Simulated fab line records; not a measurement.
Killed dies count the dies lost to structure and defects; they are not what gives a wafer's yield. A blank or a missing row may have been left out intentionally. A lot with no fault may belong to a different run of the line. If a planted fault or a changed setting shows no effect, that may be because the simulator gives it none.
Matching of chambers ; flow sky130 ; 4 sister chambers for SKY_LI_CONTACT_ETCH_15 on rie_diel-01
The step etches PSG in C4F8/O2/Ar, stops on Si, target depth 600 nm. 16 wafers are shown with their chamber, then 8 later ones without.

== EACH WAFER AND ITS CHAMBER ==
wafer;chamber;oes_product_au (a.u.);rf_fwd_power_W (W)
L075.3;2;0.844;1490
L075.4;3;0.835;1492
L075.5;3;0.839;1493
L078.2;3;0.831;1490
L078.3;1;0.835;1497
L078.4;1;0.842;1505
L079.3;1;0.836;1491
L079.4;1;0.833;1480
L079.5;0;0.840;1495
L081.1;1;0.833;1501
L081.2;0;0.834;1490
L081.3;3;0.833;1487
L083.1;0;0.833;1490
L083.3;2;0.840;1493
L083.5;2;0.839;1485
L090.2;2;0.835;1489

SIGNATURES (means of the wafers above)
reading;chamber 0;chamber 1;chamber 2;chamber 3;scatter within a chamber
oes_product_au;0.83567;0.83580;0.83950;0.83450;0.00365
rf_fwd_power_W;1491.67;1494.80;1489.25;1490.50;6.13
Rule: a wafer lies at a distance from a chamber equal to the root of the sum of squares, over the readings, of (its reading less the chamber's mean, divided by the reading's scatter). The wafer belongs to the nearest chamber; if the next one is less than 2 further off, it can't be placed. The scatter: take each reading less its chamber's mean, square it, sum over the shown wafers, divide by the number of wafers less the number of chambers, and take the root.

== WAFERS WITHOUT THEIR CHAMBER ==
wafer;oes_product_au (a.u.);rf_fwd_power_W (W)
L090.4;0.841;1498
L090.5;0.831;1499
L092.1;0.839;1494
L092.2;0.842;1491
L092.3;0.842;1494
L094.2;0.839;1487
L094.5;0.838;1504
L094.6;0.842;1490

== WHICH CHAMBER EACH ONE RAN IN ==
wafer;from the rows above;in truth
L090.4;can't be placed: 2 or 1 or 0 or 3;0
L090.5;can't be placed: 1 or 3 or 0 or 2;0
L092.1;can't be placed: 2 or 1 or 0 or 3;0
L092.2;can't be placed: 2 or 0 or 1 or 3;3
L092.3;can't be placed: 2 or 1 or 0 or 3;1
L094.2;can't be placed: 2 or 0 or 3 or 1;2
L094.5;can't be placed: 1 or 0 or 3 or 2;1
L094.6;can't be placed: 2 or 0 or 1 or 3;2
Correctly placed: 0 of 8. Cannot be placed on the basis of these rows: 8; the candidates contain the true chamber in 8. Placed wrongly: 0.
